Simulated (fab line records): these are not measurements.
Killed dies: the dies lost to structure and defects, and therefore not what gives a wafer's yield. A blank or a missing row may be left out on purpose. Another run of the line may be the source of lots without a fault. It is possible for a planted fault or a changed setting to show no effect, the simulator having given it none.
The tool behind it: which one? | flow sky130 | 6 lots with 18 wafers sampled at 2 steps, on a route of 708 steps

## WHAT EACH GAUGE READ, for each wafer
SKY_SONOS_TUNNEL_TW_MEAS_12.
lot  | measured     | on            | SONOS_TUNNEL_TW
L910 | day 12 00:50 | film metro-03 | 199.1 198.4 198.8
L912 | day 13 10:23 | film metro-03 | 197.6 197.7 197.9
L916 | day 13 23:19 | film metro-03 | 198.0 199.0 198.0
L917 | day 14 20:11 | film metro-04 | 197.7 196.6 196.2
L921 | day 15 15:32 | film metro-03 | 198.2 198.1 197.9
L923 | day 16 07:34 | film metro-03 | 184.6 184.5 184.8 184.2 183.7 184.9

## EACH LOT AND THE TOOL THAT RAN IT (in order: tool; ch and the chambers of the sampled wafers; start)
lot  | SKY_SONOS_TUNNEL_IMPLANT_09
L910 | implanter-02 ch 0, day 12 00:25
L912 | implanter-01 ch 0, day 13 09:58
L916 | implanter-03 ch 0, day 13 22:55
L917 | implanter-03 ch 0, day 14 19:46
L921 | implanter-01 ch 0, day 15 15:08
L923 | implanter-01 ch 0, day 16 07:10
- SKY_SONOS_TUNNEL_IMPLANT_09

## THE ANSWER, worked out from the rows above alone
Rule: the lots themselves supply what counts as usual. Put in order of their means at a reading, lots are off if they are a third of the lots or fewer, leave a main group of 4 or more, and stand apart from it by a gap of 3 or more times the standard deviation of the main group's means; of several such gaps the widest counts. The tables above print the reading to a certain number of digits; a main group whose means all agree to those digits is not used. Also off: a lot with no number at a reading for which 4 or more lots have one. The other lots that the step has rows for count as sound.
Off: at SKY_SONOS_TUNNEL_TW_MEAS_12 (SONOS_TUNNEL_TW), L923. The main group has a mean of 197.9 with a standard deviation of 0.65.
If a tool, at a process step before that reading, ran all the lots that are off and no sound lot after the first of them, it fits. Gauges at SKY_SONOS_TUNNEL_TW_MEAS_12: tried the same way as those tools. Can't be told from this: 2 tools fit, implanter-01 at SKY_SONOS_TUNNEL_IMPLANT_09, film metro-03 at SKY_SONOS_TUNNEL_TW_MEAS_12.

## WHAT THE SIMULATOR HAD INSERTED
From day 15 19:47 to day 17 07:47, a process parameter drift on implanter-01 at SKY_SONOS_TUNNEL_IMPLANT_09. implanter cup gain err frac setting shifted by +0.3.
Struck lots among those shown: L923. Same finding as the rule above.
